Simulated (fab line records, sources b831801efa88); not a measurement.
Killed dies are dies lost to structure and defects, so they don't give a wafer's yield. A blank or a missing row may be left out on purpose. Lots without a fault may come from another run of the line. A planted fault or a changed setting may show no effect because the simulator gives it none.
One fault seen from 2 desks | flow gf180mcu | each desk has only its own numbers; what lay behind them comes last

THE TOOL OWNER'S DESK: rie_si-01
The tool's own readings at GF_POLY_GATE_ETCH_13 (etches poly-Si in HBr/Cl2, stops on SiO2, target depth 198.5 nm, time 69.6 s): means of the sampled wafers that have a number, for each lot that ran on this tool. A lot is out of limits, marked OUT, if its mean lies more than 4 standard deviations from the usual mean; the brackets give that distance.
Columns: A = bias_w at GF_POLY_GATE_ETCH_13, usual 100.0 W; B = drypump_motor_current_A at GF_POLY_GATE_ETCH_13, usual 5.8 A; C = oes_product_au at GF_POLY_GATE_ETCH_13, usual 0.992 a.u.; D = throttle_valve_pct at GF_POLY_GATE_ETCH_13, usual 33.685 %
lot  | first seen here | A     | B   | C               | D
L548 | day 9 17:46     | 99.8  | 5.7 | 0.989           | 33.686
L552 | day 10 23:28    | 99.7  | 5.5 | 0.989           | 33.691
L553 | day 11 03:26    | 99.8  | 5.9 | 0.995           | 33.692
L554 | day 11 21:58    | 100.0 | 5.6 | 0.892 (-13) OUT | 33.676
L555 | day 12 12:38    | 99.8  | 5.5 | 0.901 (-12) OUT | 33.687
L556 | day 12 17:13    | 100.7 | 5.2 | 0.904 (-12) OUT | 33.688
L566 | day 15 06:16    | 99.9  | 5.4 | 0.991           | 33.684
L567 | day 15 13:31    | 99.9  | 5.7 | 0.991           | 33.692
This desk's finding: out of limits on L554, L555, L556; first on L554, day 11 21:58 (oes_product_au at GF_POLY_GATE_ETCH_13). In limits: L548, L552, L553, L566, L567.

THE METROLOGY DESK
What the gauges read, lot by lot, whatever tool the lot ran on: means of the sampled wafers that have a number. A lot is out of limits, marked OUT, if its mean lies more than 4 standard deviations from the usual mean; the brackets give that distance.
Columns: A = VT_IMPLANT_03_OVL at GF_VT_IMPLANT_OVL_MEAS_40, usual -0.5 nm; B = V2_W_THK at GF_V2_THK_MEAS_25, usual 343 nm
lot  | first seen here | A    | B
L548 | day 8 01:58     | -1.7 | 346
L550 | day 8 14:22     | -1.4 | 344
L551 | day 8 21:13     | 2.1  | 342
L552 | day 9 02:41     | -0.2 | 342
L553 | day 9 08:02     | 0.0  | 348
L554 | day 10 02:58    | -1.7 | 337
L555 | day 10 14:34    | -0.7 | 347
L556 | day 10 19:14    | 0.3  | 345
L564 | day 12 13:56    | -1.5 | 336
L565 | day 12 19:16    | -1.6 | 339
L566 | day 13 05:40    | 0.6  | 341
L567 | day 13 11:04    | 1.9  | 343
L568 | day 13 20:38    | -0.9 | 347
L569 | day 14 02:44    | -3.1 | 344
This desk's finding: nothing out of limits on any of the 14 lots.

PUT TOGETHER
The tool owner's desk could have raised an alarm at day 11 21:58, on L554, L555, L556.
The metrology desk saw nothing out of limits.
The metrology desk has L554, L555, L556 on record, within its limits.
Of the lots named, all ran GF_POLY_GATE_ETCH_13 on rie_si-01.

WHAT THE SIMULATOR HAD PUT IN
Process parameter drift: rie_si-01, from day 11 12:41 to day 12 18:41, at GF_POLY_GATE_ETCH_13. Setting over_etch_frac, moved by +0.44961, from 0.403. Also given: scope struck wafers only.
Lots struck among those shown: L554, L555, L556.
Hours from the fault's start to each desk's first reading out of limits: the tool owner's desk, 9.
